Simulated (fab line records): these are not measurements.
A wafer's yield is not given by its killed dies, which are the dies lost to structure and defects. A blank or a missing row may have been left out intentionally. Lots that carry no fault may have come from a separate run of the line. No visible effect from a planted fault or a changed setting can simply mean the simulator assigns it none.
Which tool was responsible? || flow gf180mcu || 13 lots with 39 wafers sampled at 4 steps, on a route of 602 steps

WHAT THE GAUGES READ, wafer by wafer
GF_CONTACT_CD_MEAS_14: target cd 220 nm. Usual: 220.3 nm for cd nm, sd 1.6.
{"lot": "L625", "measured": "day 16 09:19", "on": "cd sem-01", "cd nm (nm)": "220.2 219.1 220.5", "flag": ""}
{"lot": "L626", "measured": "day 16 14:10", "on": "cd sem-01", "cd nm (nm)": "222.2 220.3 221.5", "flag": ""}
{"lot": "L627", "measured": "day 16 21:34", "on": "cd sem-01", "cd nm (nm)": "221.2 220.8 218.9", "flag": ""}
{"lot": "L628", "measured": "day 17 07:41", "on": "cd sem-01", "cd nm (nm)": "221.7 222.0 221.5", "flag": ""}
{"lot": "L636", "measured": "day 20 09:32", "on": "cd sem-01", "cd nm (nm)": "215.6 217.2 213.8", "flag": ""}
{"lot": "L640", "measured": "day 21 16:36", "on": "cd sem-02", "cd nm (nm)": "219.7 222.1 221.3", "flag": ""}
{"lot": "L641", "measured": "day 22 01:31", "on": "cd sem-01", "cd nm (nm)": "222.4 222.1 222.5", "flag": ""}
{"lot": "L642", "measured": "day 22 15:57", "on": "cd sem-01", "cd nm (nm)": "220.7 219.1 220.2", "flag": ""}
{"lot": "L643", "measured": "day 22 20:34", "on": "cd sem-02", "cd nm (nm)": "222.5 221.0 222.2", "flag": ""}
{"lot": "L644", "measured": "day 23 04:52", "on": "cd sem-02", "cd nm (nm)": "217.7 219.2 218.1", "flag": ""}
{"lot": "L645", "measured": "day 23 13:09", "on": "cd sem-02", "cd nm (nm)": "220.5 219.8 219.9", "flag": ""}
{"lot": "L646", "measured": "day 23 23:16", "on": "cd sem-01", "cd nm (nm)": "218.0 217.3 217.6", "flag": ""}
{"lot": "L647", "measured": "day 24 01:25", "on": "cd sem-01", "cd nm (nm)": "219.8 220.1 219.5", "flag": ""}

GF_M1_THK_MEAS_06: measures by xrf. Usual: for M1_ALCU_THK the level is 452 nm and the standard deviation is 5.7.
{"lot": "L625", "measured": "day 16 10:56", "on": "film metro-03", "M1_ALCU_THK (nm)": "455 452 449", "flag": ""}
{"lot": "L626", "measured": "day 16 15:48", "on": "film metro-04", "M1_ALCU_THK (nm)": "451 452 449", "flag": ""}
{"lot": "L627", "measured": "day 16 23:12", "on": "film metro-02", "M1_ALCU_THK (nm)": "461 457 460", "flag": ""}
{"lot": "L628", "measured": "day 17 09:19", "on": "film metro-03", "M1_ALCU_THK (nm)": "449 467 456", "flag": ""}
{"lot": "L636", "measured": "day 20 11:11", "on": "film metro-03", "M1_ALCU_THK (nm)": "447 452 448", "flag": ""}
{"lot": "L640", "measured": "day 21 18:16", "on": "film metro-04", "M1_ALCU_THK (nm)": "458 448 450", "flag": ""}
{"lot": "L641", "measured": "day 22 03:11", "on": "film metro-03", "M1_ALCU_THK (nm)": "458 452 460", "flag": ""}
{"lot": "L642", "measured": "day 22 17:36", "on": "film metro-03", "M1_ALCU_THK (nm)": "447 453 451", "flag": ""}
{"lot": "L643", "measured": "day 22 22:12", "on": "film metro-04", "M1_ALCU_THK (nm)": "450 447 448", "flag": ""}
{"lot": "L644", "measured": "day 23 06:29", "on": "film metro-03", "M1_ALCU_THK (nm)": "452 443 450", "flag": ""}
{"lot": "L645", "measured": "day 23 14:47", "on": "film metro-03", "M1_ALCU_THK (nm)": "457 458 463", "flag": ""}
{"lot": "L646", "measured": "day 24 00:53", "on": "film metro-03", "M1_ALCU_THK (nm)": "454 448 451", "flag": ""}
{"lot": "L647", "measured": "day 24 03:03", "on": "film metro-03", "M1_ALCU_THK (nm)": "449 451 450", "flag": ""}

EACH LOT AND THE TOOL THAT RAN IT (in order: tool; ch and the chambers of the sampled wafers; start)
{"lot": "L625", "GF_SAB_STRIP_13": "plasma asher-04 ch 0,1, day 15 09:37", "GF_CONTACT_EXPOSE_11": "krf scanner-01 ch 0, day 15 22:34"}
{"lot": "L626", "GF_SAB_STRIP_13": "plasma asher-04 ch 0,1, day 15 15:10", "GF_CONTACT_EXPOSE_11": "krf scanner-01 ch 0, day 16 03:25"}
{"lot": "L627", "GF_SAB_STRIP_13": "plasma asher-01 ch 0,1, day 15 21:46", "GF_CONTACT_EXPOSE_11": "krf scanner-01 ch 0, day 16 10:05"}
{"lot": "L628", "GF_SAB_STRIP_13": "plasma asher-01 ch 0,1, day 16 07:25", "GF_CONTACT_EXPOSE_11": "krf scanner-02 ch 0, day 16 21:00"}
{"lot": "L636", "GF_SAB_STRIP_13": "plasma asher-04 ch 0,1, day 19 07:26", "GF_CONTACT_EXPOSE_11": "krf scanner-01 ch 0, day 19 21:37"}
{"lot": "L640", "GF_SAB_STRIP_13": "plasma asher-02 ch 0,1, day 20 15:10", "GF_CONTACT_EXPOSE_11": "krf scanner-02 ch 0, day 21 04:47"}
{"lot": "L641", "GF_SAB_STRIP_13": "plasma asher-02 ch 0,1, day 21 00:49", "GF_CONTACT_EXPOSE_11": "krf scanner-02 ch 0, day 21 13:40"}
{"lot": "L642", "GF_SAB_STRIP_13": "plasma asher-02 ch 0,1, day 21 14:52", "GF_CONTACT_EXPOSE_11": "krf scanner-02 ch 0, day 22 04:17"}
{"lot": "L643", "GF_SAB_STRIP_13": "plasma asher-04 ch 0, day 21 19:44", "GF_CONTACT_EXPOSE_11": "krf scanner-01 ch 0, day 22 09:03"}
{"lot": "L644", "GF_SAB_STRIP_13": "plasma asher-02 ch 0,1, day 22 04:38", "GF_CONTACT_EXPOSE_11": "krf scanner-01 ch 0, day 22 17:34"}
{"lot": "L645", "GF_SAB_STRIP_13": "plasma asher-04 ch 0,1, day 22 12:53", "GF_CONTACT_EXPOSE_11": "krf scanner-02 ch 0, day 23 02:20"}
{"lot": "L646", "GF_SAB_STRIP_13": "plasma asher-01 ch 0,1, day 22 23:16", "GF_CONTACT_EXPOSE_11": "krf scanner-02 ch 0, day 23 12:07"}
{"lot": "L647", "GF_SAB_STRIP_13": "plasma asher-02 ch 0,1, day 23 01:11", "GF_CONTACT_EXPOSE_11": "krf scanner-02 ch 0, day 23 14:07"}
- GF_SAB_STRIP_13: strips in O2/N2.
- GF_CONTACT_EXPOSE_11: exposes mask Contact, target cd 220 nm.

AS READ BY THE TOOLS THEMSELVES (means over the sampled wafers that have a number; for cases with no such wafer, the mark the record gives instead)
GF_SAB_STRIP_13. Usual: drypump motor current A 5.8 A, standard deviation 0.46; heater power w 304 W, standard deviation 17; oes product au 0.710 a.u., standard deviation 0.0046; strip time to endpoint s 12.64 s, standard deviation 0.035.
{"lot": "L625", "tool": "plasma asher-04", "drypump motor current A (A)": 5.3, "heater power w (W)": 312, "oes product au (a.u.)": 0.711, "strip time to endpoint s (s)": 12.66, "flag": ""}
{"lot": "L626", "tool": "plasma asher-04", "drypump motor current A (A)": 5.5, "heater power w (W)": 325, "oes product au (a.u.)": 0.710, "strip time to endpoint s (s)": 12.60, "flag": ""}
{"lot": "L627", "tool": "plasma asher-01", "drypump motor current A (A)": 6.1, "heater power w (W)": 291, "oes product au (a.u.)": 0.708, "strip time to endpoint s (s)": 12.62, "flag": ""}
{"lot": "L628", "tool": "plasma asher-01", "drypump motor current A (A)": 6.1, "heater power w (W)": 289, "oes product au (a.u.)": 0.704, "strip time to endpoint s (s)": 12.64, "flag": ""}
{"lot": "L636", "tool": "plasma asher-04", "drypump motor current A (A)": 5.3, "heater power w (W)": 309, "oes product au (a.u.)": 0.708, "strip time to endpoint s (s)": 12.65, "flag": ""}
{"lot": "L640", "tool": "plasma asher-02", "drypump motor current A (A)": 6.1, "heater power w (W)": 301, "oes product au (a.u.)": 0.711, "strip time to endpoint s (s)": 12.64, "flag": ""}
{"lot": "L641", "tool": "plasma asher-02", "drypump motor current A (A)": 5.8, "heater power w (W)": 308, "oes product au (a.u.)": 0.707, "strip time to endpoint s (s)": 12.59, "flag": ""}
{"lot": "L642", "tool": "plasma asher-02", "drypump motor current A (A)": 6.2, "heater power w (W)": 292, "oes product au (a.u.)": 0.713, "strip time to endpoint s (s)": 12.62, "flag": ""}
{"lot": "L643", "tool": "plasma asher-04", "drypump motor current A (A)": 5.1, "heater power w (W)": 303, "oes product au (a.u.)": 0.706, "strip time to endpoint s (s)": 12.66, "flag": ""}
{"lot": "L644", "tool": "plasma asher-02", "drypump motor current A (A)": 6.1, "heater power w (W)": 297, "oes product au (a.u.)": 0.706, "strip time to endpoint s (s)": 12.72, "flag": ""}
{"lot": "L645", "tool": "plasma asher-04", "drypump motor current A (A)": 5.3, "heater power w (W)": 309, "oes product au (a.u.)": 0.710, "strip time to endpoint s (s)": 12.67, "flag": ""}
{"lot": "L646", "tool": "plasma asher-01", "drypump motor current A (A)": 6.1, "heater power w (W)": 291, "oes product au (a.u.)": 0.711, "strip time to endpoint s (s)": 12.64, "flag": ""}
{"lot": "L647", "tool": "plasma asher-02", "drypump motor current A (A)": 5.8, "heater power w (W)": 307, "oes product au (a.u.)": 0.711, "strip time to endpoint s (s)": 12.65, "flag": ""}

GF_CONTACT_EXPOSE_11. Usual: 23.00 C for reticle temp C, sd 0.1.
{"lot": "L625", "tool": "krf scanner-01", "reticle temp C (C)": 23.12, "flag": ""}
{"lot": "L626", "tool": "krf scanner-01", "reticle temp C (C)": 23.00, "flag": ""}
{"lot": "L627", "tool": "krf scanner-01", "reticle temp C (C)": 23.06, "flag": ""}
{"lot": "L628", "tool": "krf scanner-02", "reticle temp C (C)": 23.07, "flag": ""}
{"lot": "L636", "tool": "krf scanner-01", "reticle temp C (C)": 22.87, "flag": ""}
{"lot": "L640", "tool": "krf scanner-02", "reticle temp C (C)": 23.08, "flag": ""}
{"lot": "L641", "tool": "krf scanner-02", "reticle temp C (C)": 23.03, "flag": ""}
{"lot": "L642", "tool": "krf scanner-02", "reticle temp C (C)": 22.93, "flag": ""}
{"lot": "L643", "tool": "krf scanner-01", "reticle temp C (C)": 23.18, "flag": ""}
{"lot": "L644", "tool": "krf scanner-01", "reticle temp C (C)": 22.87, "flag": ""}
{"lot": "L645", "tool": "krf scanner-02", "reticle temp C (C)": 22.95, "flag": ""}
{"lot": "L646", "tool": "krf scanner-02", "reticle temp C (C)": 23.00, "flag": ""}
{"lot": "L647", "tool": "krf scanner-02", "reticle temp C (C)": 23.02, "flag": ""}

THE ANSWER, worked out from the rows above alone
Rule: lot off if the mean of its wafers having a number is beyond 3 standard deviations from the usual mean. Also off: a lot with no number at a reading for which 4 or more lots have one. Where the step has rows for the other lots, those lots are counted as sound. First the gauges in route order, then the tools' own readings, where a lot's mean is used as printed above. The first step at which some lot is off is used, and at that step the reading that is off furthest; a lot without a number counts as furthest.
No lot is off at any reading shown: from this, nothing can be told.

WHAT WAS PUT IN BY THE SIMULATOR
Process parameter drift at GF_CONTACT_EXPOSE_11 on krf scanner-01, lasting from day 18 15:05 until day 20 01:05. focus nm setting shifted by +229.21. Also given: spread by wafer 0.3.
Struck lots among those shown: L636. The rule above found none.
